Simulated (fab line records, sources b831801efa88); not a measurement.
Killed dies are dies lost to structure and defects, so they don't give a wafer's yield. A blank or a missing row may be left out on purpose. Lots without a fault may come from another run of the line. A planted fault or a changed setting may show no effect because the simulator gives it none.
Problem report in the 8D (eight disciplines) form, filled by code | flow sky130 | the parts of the form that need people (team, actions taken, sign-off) are left out

1. THE PROBLEM
METAL2_ALCU_THK at SKY_METAL2_THK_MEAS_06 reads a mean of 268 nm on 2 wafers of 1 lot; wafers without a fault read 246 nm with a standard deviation of 3.4. That is +6.3 standard deviations from the usual mean.
The step: measures by xrf.
First seen on wafer L176.2, day 39 10:40, on film_metro-03. The record holds 27 wafers of 9 lots with a number at this step. Rule for "out", or "out of limits": more than 4 standard deviations from the usual mean. The other wafers with a number count as sound.

2. WHAT IT IS AND WHAT IT IS NOT
question                    | is                | is not
which readings at this step | METAL2_ALCU_THK   | -
which lots                  | L176              | L161, L164, L165, L167, L169, L173, L175, L179
which wafers of those lots  | L176.2, L176.4    | L176.3
read on which gauges        | film_metro-03     | film_metro-02, film_metro-04
when                        | from day 39 10:40 | up to then (22 sound wafers); but 3 sound wafers of L179 came after

3. SUSPECTS, AND WHAT RULES EACH OUT
Counting: a tool at a process step up to the reading stays a suspect if it ran every lot that is out. Sound lots after the first of them don't rule it out here, since some wafers of a struck lot are sound.
- the gauge at SKY_METAL2_THK_MEAS_06: ruled out. All the wafers that are out were read on film_metro-03, but those of them that SKY_METAL2_METAL_ETCH_19 has rows for are out there too, on other tools.
- rie_metal-03 at SKY_METAL1_ETCH_18 (etches BARC in N2/H2, stops on SiO2, time 45.9 s, target depth 60 nm): kept. It ran the lot that is out, L176 (day 38 06:05); its last sound lot up to then is L173 (day 37 08:19).
- pvd_sputter-01 at SKY_VIA1_SPUTTER_20 (material TiN, target thk 20 nm, time 80 s): kept. It ran the lot that is out, L176 (day 39 09:46); its last sound lot up to then is L165 (day 36 09:27).
- pvd_sputter-03 at SKY_METAL2_SPUTTER_04 (material TiN, target thk 70 nm, time 58.3 s): kept. It ran the lot that is out, L176 (day 39 10:30); its last sound lot up to then is L173 (day 38 13:17).
- Within rie_metal-03 at SKY_METAL1_ETCH_18: the wafers that are out ran in chamber 0; their sound lot-mates ran in chamber 1.
Left after counting: rie_metal-03 at SKY_METAL1_ETCH_18, pvd_sputter-01 at SKY_VIA1_SPUTTER_20, pvd_sputter-03 at SKY_METAL2_SPUTTER_04.

4. THE CAUSE (what the simulator had put in)
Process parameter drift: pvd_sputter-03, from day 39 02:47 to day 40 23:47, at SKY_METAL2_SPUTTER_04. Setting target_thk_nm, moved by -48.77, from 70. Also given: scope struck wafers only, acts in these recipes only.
Counting left 3 suspects, and this tool is among them.

5. THE CHAIN OF EFFECTS, in route order
Each row: a reading whose mean over the struck wafers that have a number lies more than 3 standard deviations from the usual. Only readings for which the record gives a usual standard deviation are gone through. hours: the time from each lot's start at the first step in this table that gives one to its start at this step, as a median over the lots. sigmas: the change in usual standard deviations.
hours | step                     | reading         | usual      | on struck wafers | change | sigmas
0     | SKY_METAL2_THK_MEAS_06   | METAL2_ALCU_THK | 246 nm     | 268              | +22    | +6.3
26    | SKY_METAL2_METAL_ETCH_19 | oes_product_au  | 0.854 a.u. | 0.821            | -0.033 | -5.4
The process steps in it:
- SKY_METAL2_METAL_ETCH_19: etches the open film in Cl2/BCl3, stops on SiO2, target depth 360 nm, time 78 s.

6. WHAT WOULD HAVE CAUGHT IT SOONER
In this record the first reading out of limits at a measuring or inspecting step was taken at day 39 10:40, 8 hours after the fault began at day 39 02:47.
Of the tool readings at SKY_METAL2_SPUTTER_04 for which the record gives a usual standard deviation, none was out on any struck wafer, so an alarm limit of 4 standard deviations on them would not have fired.
All the lots that are out (1) had begun SKY_METAL2_SPUTTER_04 on pvd_sputter-03 by day 39 10:40. A hold on the tool at that time would have spared none of them.
